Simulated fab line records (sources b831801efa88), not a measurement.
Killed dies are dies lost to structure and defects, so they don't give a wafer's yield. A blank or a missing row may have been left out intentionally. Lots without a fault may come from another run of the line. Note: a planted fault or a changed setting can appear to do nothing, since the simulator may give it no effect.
fab line records -- flow sky130
record: lots: 15, wafers: 45, last-day: 49
route steps=708 shown FIELD_ISO@10 PAD_OPEN@708
lots that met no fault: taken from a fault-free run of the same line
start-h: the number of hours between the record's first day and the start of the first shown wafer of the lot -- wait-h: hours from the lot's prior step to this one -- " as in the row above -- L1.1+2: one row covering several wafers at once -- - no value present, or no start provided -- * or withheld: withheld -- < > ~ a bound
route shown NAME@n: names a module that has steps shown in the file, with the first one's number in the route -- usual: mean/standard deviation of fault-free wafers -- same: alike in all rows -- chamber/n: place in a boat -- sites: readings site by site -- _std_site: how widely they spread, as a standard deviation -- _edge_site: inner sites' mean taken away from outer sites' mean -- radius-mm: how far each site lies from the wafer's centre -- mask NAME#n: copy n -- behind: the most recent tool/chamber to have shaped the wafer -- hold: reason for holding the lot/hours on hold/outcome of the hold -- device: which transistor (n, p or np) failed to switch -- end of line: the route-end tests of the same wafers -- a step with no rows: only its recipe -- killed: count of dies lost to structure and defects at first sort (not the wafer's yield) -- map: per-die view of a wafer (x killed, . not killed, _ where there is no die)
set.NAME: the setting as run; set.NAME@STEP: as run at that earlier step -- model.NAME: the simulator's own value behind a step, which no gauge read
steps of the route over a sample of lots; a table a step, a row a wafer
== steps ==
step: SKY_FIELD_ISO_SOFTBAKE_09
recipe: temp-c: 100, time-s: 90, resist: KrF-thick
usual: heater-power-total-W: 57.36/0.11, plate-temp-C: 100.00/0.14
lot.wafer,tool,chamber,start-h,wait-h,heater-power-total-W,plate-temp-C
L433.4,litho-track-03,0,21,-,57.49,100.07
L433.5,litho-track-03,0,21,-,57.33,99.96
L433.6,litho-track-03,0,21,-,57.29,100.31
L434.3,litho-track-02,0,26,-,57.25,100.10
L434.4,litho-track-02,0,26,-,57.38,100.13
L434.5,litho-track-02,0,27,-,57.57,100.11
L435.3,litho-track-02,0,32,-,57.50,100.10
L435.5,litho-track-02,0,32,-,57.47,100.22
L435.6,litho-track-02,0,32,-,57.49,100.04
L436.3,litho-track-01,0,36,-,57.24,99.95
L436.4,litho-track-01,0,36,-,57.40,99.91
L436.6,litho-track-01,0,36,-,57.24,99.97
L437.2,litho-track-03,0,40,-,57.32,99.94
L437.4,litho-track-03,0,41,-,57.30,100.09
L437.6,litho-track-03,0,41,-,57.38,99.86
L438.1,litho-track-02,0,47,-,57.45,100.02
L438.5,litho-track-02,0,47,-,57.39,100.04
L438.6,litho-track-02,0,47,-,57.49,100.21
L439.1,litho-track-01,0,52,-,57.38,100.03
L439.4,litho-track-01,0,52,-,57.29,99.91
L439.6,litho-track-01,0,52,-,57.37,99.92
L440.4,litho-track-02,0,56,-,57.22,100.25
L440.5,litho-track-02,0,56,-,57.48,100.10
L440.6,litho-track-02,0,56,-,57.18,99.99
L441.3,litho-track-02,0,64,-,57.50,99.72
L441.4,litho-track-02,0,64,-,57.44,99.63
L441.6,litho-track-02,0,64,-,57.37,99.94
L443.3,litho-track-03,0,85,-,57.58,99.90
L443.4,litho-track-03,0,85,-,57.25,99.97
L443.5,litho-track-03,0,86,-,57.43,100.04
L442.2,litho-track-01,0,86,-,57.13,99.84
L442.4,litho-track-01,0,86,-,57.46,99.86
L442.6,litho-track-01,0,86,-,57.29,99.68
L444.1,litho-track-02,0,86,-,57.47,100.28
L444.4,litho-track-02,0,86,-,57.26,100.01
L444.5,litho-track-02,0,86,-,57.50,99.93
L446.4,litho-track-03,0,92,-,57.84,100.69
L446.5,litho-track-03,0,92,-,57.99,100.58
L446.6,litho-track-03,0,92,-,57.92,100.59
L451.2,litho-track-03,0,114,-,57.90,100.59
L451.4,litho-track-03,0,114,-,58.15,100.63
L451.5,litho-track-03,0,114,-,57.89,100.67
L452.3,litho-track-03,0,117,-,58.13,100.93
L452.4,litho-track-03,0,117,-,57.83,100.71
L452.6,litho-track-03,0,117,-,57.95,100.79
step: SKY_PAD_OPEN_PROBE_99
usual: killed_at_M0_to_M3: 44/7.2, killed_at_M4_up: 3.1/1.8, killed-at-contacts: 24/4.5, killed-at-front-end: 16/4.4, killed-at-other: 0.2/0.42, killed-dies: 87/8.9, killed-open: 48/6.4, killed-short: 39/6.2
same: gross-dies: 492, killed-at-back-side: 0
lot.wafer,tool,chamber,start-h,wait-h,killed_at_M0_to_M3,killed_at_M4_up,killed-at-contacts,killed-at-front-end,killed-at-other,killed-dies,killed-open,killed-short
L435.3,prober-01,-,1073.08,0.2,59,4,28,13,0,104,66,38
L435.5,prober-01,-,1073.18,0.2,53,2,23,10,0,88,51,37
L435.6,prober-01,-,1073.23,0.2,61,3,19,12,1,96,53,43
L436.3,prober-02,-,1076.17,0.2,33,3,24,19,2,81,44,37
L436.4,prober-02,-,1076.22,0.2,39,1,25,23,0,88,56,32
L436.6,prober-02,-,1076.32,0.2,40,1,22,23,1,87,41,46
L439.1,prober-01,-,1097.38,0.1,43,4,20,29,2,98,40,58
L439.4,prober-01,-,1097.53,0.2,38,2,23,22,0,85,51,34
L439.6,prober-01,-,1097.63,0.2,42,0,28,23,0,93,46,47
L440.4,prober-02,-,1103.00,0.2,43,1,21,23,0,88,45,43
L440.5,prober-02,-,1103.05,0.2,45,2,22,15,0,84,55,29
L440.6,prober-02,-,1103.10,0.2,38,2,33,17,0,90,46,44
L441.3,prober-01,-,1115.13,0.2,41,5,22,10,0,78,42,36
L441.4,prober-01,-,1115.18,0.2,34,6,24,13,0,77,42,35
L441.6,prober-01,-,1115.28,0.2,44,4,24,13,0,85,45,40
L442.2,prober-02,-,1137.79,0.1,47,3,21,22,0,93,51,42
L442.4,prober-02,-,1137.89,0.2,51,2,27,8,0,88,40,48
L442.6,prober-02,-,1137.99,0.2,36,3,32,6,0,77,39,38
L443.3,prober-01,-,1138.37,0.2,38,1,27,17,0,83,48,35
L443.4,prober-01,-,1138.42,0.2,53,4,24,10,0,91,47,44
L443.5,prober-01,-,1138.47,0.2,32,6,30,16,0,84,47,37
L444.1,prober-02,-,1139.31,0.1,46,4,22,11,0,83,48,35
L444.4,prober-02,-,1139.46,0.2,42,1,21,21,1,86,51,35
L444.5,prober-02,-,1139.51,0.2,52,4,21,18,0,95,49,46
L452.6,prober-02,-,1174.47,0.2,54,1,11,14,1,81,49,32
killed by level:class
L435.3 VIA1:geometric-particle:open=21 CONTACT:geometric-particle:open=16 LI_CONTACT:geometric-particle:open=7 METAL2:geometric-particle:short=6 VIA2:geometric-particle:open=6 METAL3:geometric-particle:short=6 VIA1:geometric-particle:short=5 FIELD_ISO:geometric-particle:short=4
L435.5 VIA1:geometric-particle:open=14 CONTACT:geometric-particle:open=10 METAL1:geometric-particle:short=8 VIA3:geometric-particle:open=7 VIA1:geometric-particle:short=7 LI_CONTACT:geometric-particle:open=5 VIA2:geometric-particle:short=5 VIA2:geometric-particle:open=5
L435.6 VIA1:geometric-particle:open=12 METAL2:geometric-particle:short=9 METAL1:geometric-particle:short=8 CONTACT:geometric-particle:open=7 VIA2:geometric-particle:open=7 VIA3:geometric-particle:open=7 LI_CONTACT:geometric-particle:open=6 FIELD_ISO:geometric-particle:open=5
L436.3 LI_CONTACT:geometric-particle:open=9 VIA3:geometric-particle:open=8 CONTACT:geometric-particle:open=7 FIELD_ISO:geometric-particle:open=5 FIELD_ISO:geometric-particle:short=4 VIA1:geometric-particle:short=4 VIA1:geometric-particle:open=4 VIA2:geometric-particle:open=4
L436.4 VIA1:geometric-particle:open=14 CONTACT:geometric-particle:open=12 FIELD_ISO:geometric-particle:short=6 POLY_GATE:geometric-particle:open=6 LI_CONTACT:geometric-particle:open=6 VIA3:geometric-particle:open=6 POLY_GATE:geometric-particle:short=4 VIA2:geometric-particle:open=4
L436.6 CONTACT:geometric-particle:open=11 FIELD_ISO:geometric-particle:short=7 METAL1:geometric-particle:short=6 VIA1:geometric-particle:open=6 VIA3:geometric-particle:open=6 VIA1:geometric-particle:short=5 POLY_GATE:geometric-particle:short=4 POLY_GATE:geometric-particle:open=4
L439.1 POLY_GATE:geometric-particle:short=8 VIA1:geometric-particle:open=8 METAL2:geometric-particle:short=8 POLY_GATE:geometric-particle:open=7 LI_CONTACT:geometric-particle:open=6 LOCAL_INTERCONNECT:geometric-particle:short=6 VIA1:geometric-particle:short=6 VIA2:geometric-particle:short=6
L439.4 VIA1:geometric-particle:open=12 FIELD_ISO:geometric-particle:short=10 FIELD_ISO:geometric-particle:open=8 CONTACT:geometric-particle:open=8 LI_CONTACT:geometric-particle:open=7 VIA3:geometric-particle:open=7 LOCAL_INTERCONNECT:geometric-particle:short=4 VIA2:geometric-particle:open=4
L439.6 VIA1:geometric-particle:open=9 VIA2:geometric-particle:open=8 CONTACT:geometric-particle:open=8 LOCAL_INTERCONNECT:geometric-particle:short=7 FIELD_ISO:geometric-particle:short=6 POLY_GATE:geometric-particle:open=6 LI_CONTACT:geometric-particle:open=6 METAL2:geometric-particle:short=6
L440.4 VIA1:geometric-particle:open=13 METAL1:geometric-particle:short=7 LI_CONTACT:geometric-particle:open=7 POLY_GATE:geometric-particle:short=6 FIELD_ISO:geometric-particle:open=5 FIELD_ISO:geometric-particle:short=5 CONTACT:geometric-particle:open=5 LOCAL_INTERCONNECT:geometric-particle:short=4
L440.5 VIA1:geometric-particle:open=14 VIA2:geometric-particle:open=9 LI_CONTACT:geometric-particle:open=8 CONTACT:geometric-particle:open=6 FIELD_ISO:geometric-particle:open=5 METAL1:geometric-particle:short=5 POLY_GATE:geometric-particle:open=4 CONTACT:geometric-particle:short=4
L440.6 CONTACT:geometric-particle:open=12 VIA1:geometric-particle:open=11 VIA3:geometric-particle:open=9 CONTACT:geometric-particle:short=8 POLY_GATE:geometric-particle:short=7 LOCAL_INTERCONNECT:geometric-particle:short=7 FIELD_ISO:geometric-particle:short=5 VIA3:geometric-particle:short=5
L441.3 CONTACT:geometric-particle:open=10 VIA3:geometric-particle:open=9 METAL1:geometric-particle:short=6 LOCAL_INTERCONNECT:geometric-particle:short=5 VIA1:geometric-particle:short=5 METAL2:geometric-particle:short=5 METAL3:geometric-particle:short=5 LI_CONTACT:geometric-particle:open=4
L441.4 CONTACT:geometric-particle:open=11 VIA3:geometric-particle:open=7 FIELD_ISO:geometric-particle:open=6 VIA1:geometric-particle:open=6 METAL1:geometric-particle:short=5 METAL2:geometric-particle:short=4 LI_CONTACT:geometric-particle:short=4 LOCAL_INTERCONNECT:geometric-particle:short=4
L441.6 VIA1:geometric-particle:open=11 VIA2:geometric-particle:open=8 LI_CONTACT:geometric-particle:open=6 CONTACT:geometric-particle:short=6 CONTACT:geometric-particle:open=6 METAL1:geometric-particle:short=6 POLY_GATE:geometric-particle:open=5 FIELD_ISO:geometric-particle:short=4
L442.2 VIA1:geometric-particle:open=18 CONTACT:geometric-particle:open=9 POLY_GATE:geometric-particle:open=7 POLY_GATE:geometric-particle:short=5 LOCAL_INTERCONNECT:geometric-particle:short=5 METAL1:geometric-particle:short=5 VIA3:geometric-particle:open=5 FIELD_ISO:geometric-particle:open=4
L442.4 METAL2:geometric-particle:short=10 CONTACT:geometric-particle:open=9 VIA2:geometric-particle:open=8 METAL1:geometric-particle:short=8 LI_CONTACT:geometric-particle:open=6 CONTACT:geometric-particle:short=6 VIA3:geometric-particle:open=6 VIA1:geometric-particle:open=5
L442.6 CONTACT:geometric-particle:open=11 LI_CONTACT:geometric-particle:open=7 VIA1:geometric-particle:open=7 CONTACT:geometric-particle:short=6 METAL1:geometric-particle:short=6 LOCAL_INTERCONNECT:geometric-particle:short=4 VIA1:geometric-particle:short=4 POLY_GATE:geometric-particle:open=3
L443.3 CONTACT:geometric-particle:open=14 VIA1:geometric-particle:open=9 POLY_GATE:geometric-particle:short=6 VIA2:geometric-particle:open=6 LI_CONTACT:geometric-particle:open=5 METAL2:geometric-particle:short=5 VIA3:geometric-particle:open=5 FIELD_ISO:geometric-particle:open=4
L443.4 VIA3:geometric-particle:open=13 CONTACT:geometric-particle:open=10 VIA1:geometric-particle:open=8 VIA2:geometric-particle:short=8 VIA1:geometric-particle:short=7 METAL2:geometric-particle:short=5 POLY_GATE:geometric-particle:short=4 LOCAL_INTERCONNECT:geometric-particle:short=4
L443.5 VIA1:geometric-particle:open=15 CONTACT:geometric-particle:open=10 LOCAL_INTERCONNECT:geometric-particle:short=6 CONTACT:geometric-particle:short=6 LI_CONTACT:geometric-particle:open=5 POLY_GATE:geometric-particle:open=4 POLY_GATE:geometric-particle:short=4 FIELD_ISO:geometric-particle:short=3
L444.1 VIA1:geometric-particle:open=13 CONTACT:geometric-particle:open=10 CONTACT:geometric-particle:short=6 METAL2:geometric-particle:short=6 VIA3:geometric-particle:open=5 LI_CONTACT:geometric-particle:short=4 VIA1:geometric-particle:short=4 METAL1:geometric-particle:short=4
L444.4 VIA1:geometric-particle:open=12 FIELD_ISO:geometric-particle:open=8 CONTACT:geometric-particle:open=7 VIA3:geometric-particle:open=6 METAL1:geometric-particle:short=5 FIELD_ISO:geometric-particle:short=4 LI_CONTACT:geometric-particle:open=4 CONTACT:geometric-particle:short=4
L444.5 VIA1:geometric-particle:open=11 METAL2:geometric-particle:short=8 VIA3:geometric-particle:open=8 CONTACT:geometric-particle:open=7 LI_CONTACT:geometric-particle:open=5 VIA1:geometric-particle:short=5 VIA2:geometric-particle:open=5 FIELD_ISO:geometric-particle:short=4
L452.6 VIA1:geometric-particle:open=13 VIA2:geometric-particle:open=8 CONTACT:geometric-particle:open=6 METAL1:geometric-particle:short=6 VIA3:geometric-particle:open=6 VIA1:geometric-particle:short=5 METAL2:geometric-particle:short=5 FIELD_ISO:geometric-particle:open=4
== key ==
first-sign: step: SKY_FIELD_ISO_SOFTBAKE_09, reading: heater-power-total-W, direction: up, sigmas: 5.4, usual: *, struck: *
effect: step: SKY_FIELD_ISO_SOFTBAKE_09, reading: plate-temp-C, direction: up, sigmas: 5, usual: *, struck: *
met-at SKY_FIELD_ISO_SOFTBAKE_09
struck-lots L446,L451,L452
tester-left-out L446,L451,L452
onset-between 85 92
fault: kind: process-parameter-drift, tool: litho-track-03, chamber: -, onset-h: 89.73, steps: SKY_FIELD_ISO_SOFTBAKE_09, channel: temp-c, offset: *, shape: step, end-h: 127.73, acts-in: *, stated: *
tester-left-out: of these lots the tester's yield and bins aren't shown, on N5 and GAA mostly nor the transistor test; their killed dies are dies lost to structure and defects alone, not to doping, threshold or leakage, so they don't give the yield
